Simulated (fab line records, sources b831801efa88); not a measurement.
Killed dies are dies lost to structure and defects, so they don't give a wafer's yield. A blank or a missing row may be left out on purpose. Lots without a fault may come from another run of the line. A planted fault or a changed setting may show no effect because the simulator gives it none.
A struck lot beside a sound one | flow gf180mcu | 15 steps out of a route of 602
Sound: wafers L463.3, L463.4, L463.5. Struck: wafers L478.1, L478.4. The cause comes at the end.
At each step with rows: each side's tool, then ch and its chambers, then its first start. Under that, the readings that differ: sound wafers | struck wafers | difference of the means | sigmas: that difference in standard deviations of wafers without a fault.
alike: readings whose means differ by less than 2 such deviations, and words and numbers that are the same on both sides. not compared: withheld readings, readings that some wafer has no value for, bounds like >300 that may hide the same value, and numbers for which the record gives no deviation and whose values overlap.
The two part at a step that has a row with sigmas, a row that says differs or no value, or rows on one side only. Numbers that don't overlap but have no deviation are shown without sigmas and don't part them. A reading that every wafer of one side lacks parts them only if that side has two wafers or more.

first, 4 steps without rows for these wafers: GF_V5_SOFTBAKE_10 (time 60 s); GF_V5_EXPOSE_11 (exposes mask Via5, target cd 260 nm); GF_V5_PEB_12 (peb time 90 s); GF_V5_DEVELOP_13 (develop time 60 s).
GF_V5_CD_MEAS_14: target cd 260 nm.
  sound on cd_sem-01, day 27 11:26; struck on cd_sem-02, day 31 15:33
  alike: cd_nm
GF_V5_OVL_MEAS_15:
  sound on overlay-01, day 27 11:32; struck on overlay-01, day 31 15:40
  alike: V5_OVL
GF_V5_ETCH_16: etches BARC in N2/H2.
  sound on rie_diel-03 ch 1,2, day 27 11:33; struck on rie_diel-04 ch 2,3, day 31 15:43
  reading                     | sound       | struck  | difference | sigmas
  drypump_motor_current_A (A) | 6.6 5.9 5.9 | 4.6 4.7 | -1.5       | -3
  alike: oes_product_au, rf_fwd_power_W, throttle_valve_pct
GF_V5_ETCH_17: etches SiO2 in C4F8/O2/Ar, stops on TiN, target depth 855 nm.
  sound on rie_diel-03 ch 1,2; struck on rie_diel-04 ch 2,3
  alike: oes_product_au, rf_fwd_power_W
GF_V5_STRIP_18: strips in O2/N2.
  sound on plasma_asher-04 ch 0,1, day 27 11:44; struck on plasma_asher-04 ch 0,1, day 31 15:52
  alike: drypump_motor_current_A, heater_power_w, oes_product_au
  not compared: rf_hours_counter_h
then, 2 steps without rows for these wafers: GF_V5_STRIP_19 (strips in post etch residue remover, time 1200 s); GF_V5_CLEAN_20 (cleans in DIW).
GF_V5_SPUTTER_21: material Ti, target thk 15 nm, time 80.02 s.
  sound on pvd_sputter-01, day 27 12:14; struck on pvd_sputter-01, day 31 16:23
  alike: substrate_temp_c, throttle_valve_pct
GF_V5_SPUTTER_22: material TiN, target thk 10 nm, time 40 s.
  sound on pvd_sputter-01, day 27 12:19; struck on pvd_sputter-01, day 31 16:28
  reading                                | sound             | struck     | difference | sigmas
  model.TiN_of_V5_SPUTTER_22.thk_nm (nm) | 10.38 10.46 10.42 | 14.1 14.17 | +3.7       |
  alike: throttle_valve_pct
GF_V5_CVD_23: deposits W, target thk 350 nm, time 104.9 s.
  sound on cvd_w-02 ch 0,1, day 27 12:23; struck on cvd_w-01 ch 1, day 31 16:29
  alike: heater_power_w
GF_PASSIVATION_PROBE_99:
  the record has rows for the struck wafers here (prober-01, day 33 04:50) and none for the sound ones

WHERE THEY PART
First at GF_V5_ETCH_16; last, within this record, at GF_PASSIVATION_PROBE_99.

WHY: what the simulator had put in
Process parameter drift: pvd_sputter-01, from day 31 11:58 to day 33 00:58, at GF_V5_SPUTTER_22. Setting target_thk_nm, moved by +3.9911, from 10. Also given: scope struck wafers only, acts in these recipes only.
